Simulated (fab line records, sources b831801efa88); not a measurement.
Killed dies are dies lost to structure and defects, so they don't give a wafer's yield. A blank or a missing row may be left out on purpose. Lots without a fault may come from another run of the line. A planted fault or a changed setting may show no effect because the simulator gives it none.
Chamber matching | flow sfq_line | SFQ_TRILAYER_I3_VIA_BARC_OPEN_VIA_ETCH_121 on rie_diel-03: 4 sister chambers
The step etches BARC in O2, target depth 125 nm, time 41.7 s. 14 wafers are shown with their chamber, then 7 later ones without.

WAFERS WITH THEIR CHAMBER
wafer  | chamber | oes_product_au (a.u.)
L837.3 | 0       | 0.681
L837.4 | 3       | 0.679
L837.5 | 0       | 0.675
L838.4 | 0       | 0.681
L838.5 | 3       | 0.688
L838.6 | 2       | 0.683
L843.1 | 0       | 0.685
L843.3 | 1       | 0.686
L843.6 | 3       | 0.680
L846.3 | 0       | 0.683
L846.5 | 1       | 0.688
L846.6 | 0       | 0.684
L849.1 | 2       | 0.687
L849.4 | 0       | 0.677

SIGNATURES (means of the wafers above)
reading        | chamber 0 | chamber 1 | chamber 2 | chamber 3 | scatter within a chamber
oes_product_au | 0.68086   | 0.68700   | 0.68500   | 0.68233   | 0.00374
Rule: a wafer's distance from a chamber is the root of the sum, over the readings, of the square of ((its reading less the chamber's mean) divided by the reading's scatter). The wafer belongs to the nearest chamber; if the next one is less than 2 further off, it can't be placed. The scatter: the root of (the sum of the squares of (reading less its chamber's mean) over the shown wafers, divided by (wafers less chambers)).

WAFERS WITHOUT THEIR CHAMBER
wafer  | oes_product_au (a.u.)
L849.6 | 0.687
L852.2 | 0.689
L852.3 | 0.689
L852.4 | 0.683
L857.1 | 0.683
L857.3 | 0.696
L857.4 | 0.683

WHICH CHAMBER EACH WENT THROUGH
wafer  | from the rows above               | in truth
L849.6 | can't be placed: 1 or 2 or 3 or 0 | 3
L852.2 | can't be placed: 1 or 2 or 3 or 0 | 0
L852.3 | can't be placed: 1 or 2 or 3 or 0 | 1
L852.4 | can't be placed: 3 or 2 or 0 or 1 | 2
L857.1 | can't be placed: 3 or 2 or 0 or 1 | 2
L857.3 | can't be placed: 1 or 2 or 3 or 0 | 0
L857.4 | can't be placed: 3 or 2 or 0 or 1 | 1
Placed correctly: 0 of 7. Can't be placed from these rows: 7 (the true chamber is among the candidates in 7). Placed wrongly: 0.
